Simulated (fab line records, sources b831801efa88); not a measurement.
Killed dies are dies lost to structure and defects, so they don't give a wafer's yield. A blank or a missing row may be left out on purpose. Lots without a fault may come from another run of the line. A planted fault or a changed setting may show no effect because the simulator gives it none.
Problem report in the 8D (eight disciplines) form, filled by code | flow sky130 | the parts of the form that need people (team, actions taken, sign-off) are left out

1. THE PROBLEM
oes_product_au at SKY_CONTACT_ETCH_17 reads a mean of 0.830 a.u. on 2 wafers of 2 lots; wafers without a fault read 0.892 a.u. with a standard deviation of 0.0047. That is -13 standard deviations from the usual mean.
The step: etches SiO2 in C4F8/O2/Ar, stops on Si3N4, target depth 340 nm.
First seen on wafer L255.5, day 38 15:02, on rie_diel-03. The record holds 32 wafers of 11 lots with a number at this step. Rule for "out", or "out of limits": more than 4 standard deviations from the usual mean. The other wafers with a number count as sound.

2. WHAT IT IS AND WHAT IT IS NOT
question                    | is                       | is not
which readings at this step | oes_product_au           | chamber_pressure_mTorr
which lots                  | L255, L256               | L237, L238, L239, L241, L242, L243, L248, L249, L252
which wafers of those lots  | L255.5, L256.5           | L255.4, L255.6, L256.4
read on which tools         | rie_diel-02, rie_diel-03 | rie_diel-01
when                        | from day 38 15:02        | up to then (29 sound wafers); but 1 sound wafer of L256 came after

3. SUSPECTS, AND WHAT RULES EACH OUT
Counting: a tool at a process step up to the reading stays a suspect if it ran every lot that is out. Sound lots after the first of them don't rule it out here, since some wafers of a struck lot are sound.
- plasma_asher-02 at SKY_LI_CONTACT_STRIP_16 (strips in O2/N2): kept. It ran every lot that is out, first L255 (day 36 07:55); its last sound lot up to then is L249 (day 34 09:07).
- cmp-01 at SKY_CONTACT_CMP_04 (polishes SiO2): kept. It ran every lot that is out, first L255 (day 37 12:26); its last sound lot up to then is L252 (day 36 07:24).
Left after counting: plasma_asher-02 at SKY_LI_CONTACT_STRIP_16, cmp-01 at SKY_CONTACT_CMP_04.

4. THE CAUSE (what the simulator had put in)
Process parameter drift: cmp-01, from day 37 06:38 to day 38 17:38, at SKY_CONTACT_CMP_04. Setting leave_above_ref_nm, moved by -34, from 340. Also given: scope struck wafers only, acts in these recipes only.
Counting left 2 suspects, and this tool is among them.

5. THE CHAIN OF EFFECTS, in route order
Each row: a reading whose mean over the struck wafers that have a number lies more than 3 standard deviations from the usual. Only readings for which the record gives a usual standard deviation are gone through. hours: the time from each lot's start at the first step in this table that gives one to its start at this step, as a median over the lots. sigmas: the change in usual standard deviations.
hours | step                | reading        | usual      | on struck wafers | change | sigmas
0     | SKY_CONTACT_ETCH_17 | oes_product_au | 0.892 a.u. | 0.830            | -0.062 | -13
The process steps in it:
- SKY_CONTACT_ETCH_17: etches SiO2 in C4F8/O2/Ar, stops on Si3N4, target depth 340 nm.

6. WHAT WOULD HAVE CAUGHT IT SOONER
In this record the first reading out of limits was taken at day 38 15:02, 32 hours after the fault began at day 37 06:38.
Of the tool readings at SKY_CONTACT_CMP_04 for which the record gives a usual standard deviation, none was out on any struck wafer, so an alarm limit of 4 standard deviations on them would not have fired.
All the lots that are out (2) had begun SKY_CONTACT_CMP_04 on cmp-01 by day 38 15:02. A hold on the tool at that time would have spared none of them.
